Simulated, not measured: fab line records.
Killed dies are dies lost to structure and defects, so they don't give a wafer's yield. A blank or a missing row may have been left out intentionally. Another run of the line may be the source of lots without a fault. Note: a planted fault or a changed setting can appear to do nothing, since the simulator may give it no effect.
Struck lot and sound lot, side by side -- flow sky130 -- 35 out of 708 route steps
Sound: the wafers L279.1, L279.4, L279.6. Struck: wafers L289.1, L289.4, L289.6. At the end, the cause is stated.
For every step that has rows: the tool of each side, followed by ch and its chambers, followed by its first start. Under that, the readings that differ: sound wafers -- struck wafers -- difference of the means -- sigmas: that difference in standard deviations of wafers without a fault.
alike: a reading whose means differ by less than 2 such deviations, as well as words and numbers matching on both sides. not compared: withheld readings; readings where some wafer has no value; bounds like >300 that might hide an equal value; numbers whose values overlap and for which the record gives no deviation.
The two part at a step that has a row with sigmas, a row that says differs or no value, or rows on one side only. Non-overlapping numbers with no deviation appear without sigmas and do not part them. A reading that every wafer of one side lacks parts them only if that side has two wafers or more.

SKY_SD_P_CD_MEAS_07 targets a cd of 380 nm.
  sound on cdSem-02, day 27 21:33; struck on cdSem-02, day 30 08:54
  alike: cdNm
SKY_SD_P_OVL_MEAS_08:
  sound on overlay-02, day 27 21:40; struck on overlay-01, day 30 09:01
  alike: SD_P_OVL
then, 1 step without rows for these wafers: SKY_SD_P_IMPLANT_09.
SKY_SD_P_STRIP_10: strips in O2/N2.
  sound on plasmaAsher-01 ch 0,1, day 27 21:52; struck on plasmaAsher-01 ch 1, day 30 09:13
  alike: drypumpMotorCurrentA, n2FlowSccm, oesProductAu, stripTimeToEndpointS
  not compared: rfHoursCounterH
SKY_SD_P_TW_MEAS_11:
  sound on filmMetro-01, day 27 21:58; struck on filmMetro-02, day 30 09:19
  alike: SD_P_TW
then, 7 steps without rows for these wafers: SKY_RES_XHIGH_DEHYDRATE_00 (time 60 s); SKY_RES_XHIGH_HMDS_01 (prime time 60 s); SKY_RES_XHIGH_COAT_02 (resist thk 1140 nm); SKY_RES_XHIGH_SOFTBAKE_03 (time 60 s); SKY_RES_XHIGH_EXPOSE_04 (exposes mask URPM, target cd 1270 nm); SKY_RES_XHIGH_PEB_05; SKY_RES_XHIGH_DEVELOP_06 (develop time 60 s).
SKY_RES_XHIGH_IMPLANT_07:
  sound on implanter-01 ch 0, day 29 01:48; struck on implanter-01 ch 0, day 31 13:24
reading,sound,struck,difference,sigmas
beamOnS (s),39.9 42.0 40.8,33.0 34.5 32.5,-7.6,-5
faradayCurrentUA,507 484 499,617 588 620,+112,+6
SKY_RES_XHIGH_STRIP_08: strips in O2/N2.
  sound on plasmaAsher-03 ch 0,1, day 29 01:57; struck on plasmaAsher-02 ch 0,1, day 31 13:33
  alike: drypumpMotorCurrentA, n2FlowSccm, oesProductAu, stripTimeToEndpointS
  not compared: rfHoursCounterH
SKY_RES_XHIGH_TW_MEAS_09:
  sound on filmMetro-02, day 29 02:03; struck on filmMetro-02, day 31 13:39
reading,sound,struck,difference,sigmas
RES_XHIGH_TW,1638 1637 1647,1535 1538 1542,-102,-12
then, 7 steps without rows for these wafers: SKY_SD_N_DEHYDRATE_00 (time 60 s); SKY_SD_N_HMDS_01 (prime time 60 s); SKY_SD_N_COAT_02 (resist thk 1140 nm); SKY_SD_N_SOFTBAKE_03 (time 60 s); SKY_SD_N_EXPOSE_04 (exposes mask NSDM, target cd 380 nm); SKY_SD_N_PEB_05; SKY_SD_N_DEVELOP_06 (develop time 60 s).
SKY_SD_N_CD_MEAS_07 targets a cd of 380 nm.
  sound on cdSem-02, day 30 05:46; struck on cdSem-01, day 32 17:11
reading,sound,struck,difference,sigmas
cdNm (nm),375.8 377.4 376.7,381.8 383.6 384.1,+6.5,+2
SKY_SD_N_OVL_MEAS_08:
  sound on overlay-01, day 30 05:53; struck on overlay-01, day 32 17:19
  alike: SD_N_OVL
then, 2 steps without rows for these wafers: SKY_SD_N_IMPLANT_09; SKY_SD_N_IMPLANT_10.
SKY_SD_N_STRIP_11: strips in O2/N2.
  sound on plasmaAsher-03 ch 0,1, day 30 06:13; struck on plasmaAsher-02 ch 0,1, day 32 17:38
  alike: drypumpMotorCurrentA, n2FlowSccm, oesProductAu, stripTimeToEndpointS
  not compared: rfHoursCounterH
SKY_SD_N_TW_MEAS_12:
  sound on filmMetro-03, day 30 06:19; struck on filmMetro-03, day 32 17:44
  alike: SD_N_TW
then, 1 step without rows for these wafers: SKY_SD_N_CLEAN_13 (cleans in SC1/SC2, time 150 s).
SKY_SD_N_RTA_14: time 2 s.
  sound on rtpAnneal-01 ch 0, day 30 06:25; struck on rtpAnneal-01 ch 0, day 32 17:51
  alike: lampPowerPct, wafer_temp_C_max
SKY_SD_N_RS_MEAS_16: uses a four-point probe to measure.
  sound on filmMetro-01, day 30 06:36; struck on filmMetro-03, day 32 18:02
  alike: SD_N_RS
SKY_SD_N_RS_MEAS_17: uses a four-point probe to measure.
  sound on filmMetro-01, day 30 06:43; struck on filmMetro-03, day 32 18:10
  alike: SD_P_RS
SKY_SD_N_RS_MEAS_18: uses a four-point probe to measure.
  sound on filmMetro-01, day 30 06:50; struck on filmMetro-03, day 32 18:17
reading,sound,struck,difference,sigmas
RES_XHIGH_RS (ohm/sq),332.8 333.5 335.1,393.4 393.3 393.3,+59.5,+50
then, 1 step without rows for these wafers: SKY_SALICIDE_CLEAN_00 (cleans in HF-last, time 30 s).
-- the record jumps here: 17 days lie between the struck wafers' starts before and after (it left off in module SALICIDE and takes up again in module PAD_OPEN, whose first step shown is number 708 of the route) --
SKY_PAD_OPEN_PROBE_99:
  sound on prober-01, day 47 13:36; struck on prober-01, day 49 08:56
reading,sound,struck,difference,sigmas
model.etest.resXhighPo.lineOhmUm,5888 5852 5970,8523 8884 8455,+2717,
model.etest.resXhighPo.rsOhmSq,2070 2056 2081,2971 3105 2945,+938,
model.etest.resXhighPo.rsOhmSqRange,177.2 161.5 163,205.2 270 210.3,+61.3,
  alike: killed_at_M0_to_M3, killed_at_M4_up, killedAtContacts, killedAtFrontEnd, killedAtOther, killedDies, killedOpen, killedShort

## WHERE THEY PART
Last at SKY_SD_N_RS_MEAS_18 as far as this record goes, first at SKY_RES_XHIGH_IMPLANT_07. Later steps at which nothing parts them and some readings are alike: SKY_PAD_OPEN_PROBE_99.

WHY: what the simulator had put in
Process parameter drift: implanter-01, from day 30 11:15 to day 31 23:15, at SKY_RES_XHIGH_IMPLANT_07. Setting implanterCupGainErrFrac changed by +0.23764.
